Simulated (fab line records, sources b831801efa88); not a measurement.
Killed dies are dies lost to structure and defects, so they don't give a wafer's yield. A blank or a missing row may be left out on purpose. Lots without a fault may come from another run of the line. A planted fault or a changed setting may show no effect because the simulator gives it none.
Which tool did it? | flow gf180mcu | 11 lots, 33 wafers sampled, at 3 steps of a route of 602

WHAT THE GAUGES READ, wafer by wafer
GF_POLY_GATE_THK_MEAS_01.
lot  | measured     | on            | POLY_GATE_CVD_00_THK (nm)
L664 | day 8 10:24  | film_metro-01 | 201.6 202.3 201.6
L665 | day 8 16:14  | film_metro-04 | 200.8 199.6 200.2
L666 | day 9 00:17  | film_metro-04 | 200.2 199.4 197.5
L667 | day 9 06:14  | film_metro-02 | 199.1 198.9 197.3
L668 | day 9 11:53  | film_metro-02 | 199.7 201.1 201.1
L678 | day 12 12:59 | film_metro-02 | 115.4 115.2 115.8
L679 | day 13 04:07 | film_metro-01 | 113.5 115.6 115.6
L681 | day 13 11:16 | film_metro-04 | 201.7 200.8 199.9
L686 | day 14 20:58 | film_metro-01 | 200.6 200.8 202.6
L685 | day 14 23:44 | film_metro-01 | 201.2 201.2 199.5
L687 | day 15 10:09 | film_metro-04 | 198.7 200.0 199.6

WHICH TOOL RAN EACH LOT (tool, then ch and the chambers of the sampled wafers, then the start)
lot  | GF_DUAL_GATE_STRIP_13                | GF_POLY_GATE_CVD_00
L664 | plasma_asher-01 ch 1, day 8 06:51    | lpcvd-01 ch 0, day 8 09:04
L665 | plasma_asher-01 ch 0,1, day 8 12:30  | lpcvd-02 ch 1, day 8 14:55
L666 | plasma_asher-01 ch 0,1, day 8 20:07  | lpcvd-01 ch 0, day 8 22:57
L667 | plasma_asher-04 ch 0,1, day 9 01:10  | lpcvd-01 ch 0, day 9 04:54
L668 | plasma_asher-01 ch 0,1, day 9 08:42  | lpcvd-02 ch 1, day 9 10:31
L678 | plasma_asher-03 ch 0,1, day 12 09:57 | lpcvd-01 ch 1, day 12 11:39
L679 | plasma_asher-01 ch 0, day 13 00:16   | lpcvd-01 ch 0, day 13 02:47
L681 | plasma_asher-04 ch 0,1, day 13 08:13 | lpcvd-02 ch 1, day 13 09:55
L686 | plasma_asher-01 ch 0,1, day 14 17:46 | lpcvd-02 ch 1, day 14 19:38
L685 | plasma_asher-03 ch 0,1, day 14 18:58 | lpcvd-02 ch 0, day 14 22:24
L687 | plasma_asher-01 ch 0,1, day 15 07:08 | lpcvd-02 ch 1, day 15 08:48
- GF_DUAL_GATE_STRIP_13: strips in O2/N2.
- GF_POLY_GATE_CVD_00: deposits poly-Si, target thk 200 nm, time 1200 s.

THE ANSWER, worked out from the rows above alone
Rule: what is usual is taken from the lots themselves. Put in order of their means at a reading, lots are off if they are a third of the lots or fewer, leave a main group of 4 or more, and stand apart from it by a gap of 3 or more times the standard deviation of the main group's means; of several such gaps the widest counts. A main group whose means are all the same, to the digits that the tables above print for the reading, isn't used. A lot without any number at a reading at which 4 lots or more have one is off too. The other lots that the step has rows for count as sound.
Off: L678, L679, at GF_POLY_GATE_THK_MEAS_01 (POLY_GATE_CVD_00_THK). The main group: mean 200.3 nm, standard deviation 1.
A tool fits if, at a process step before that reading, it ran every lot that is off, and no sound lot after the first of them. The gauges at GF_POLY_GATE_THK_MEAS_01 are tried like those tools. One fits: lpcvd-01 at GF_POLY_GATE_CVD_00. Its last sound lot is L667 (day 9 04:54), its first lot that is off L678 (day 12 11:39): a fault that began between those two fits.

WHAT THE SIMULATOR HAD PUT IN
Process parameter drift: lpcvd-01, from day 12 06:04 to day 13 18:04, at GF_POLY_GATE_CVD_00. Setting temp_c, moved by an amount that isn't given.
Lots struck among those shown: L678, L679. The rule above found the same.
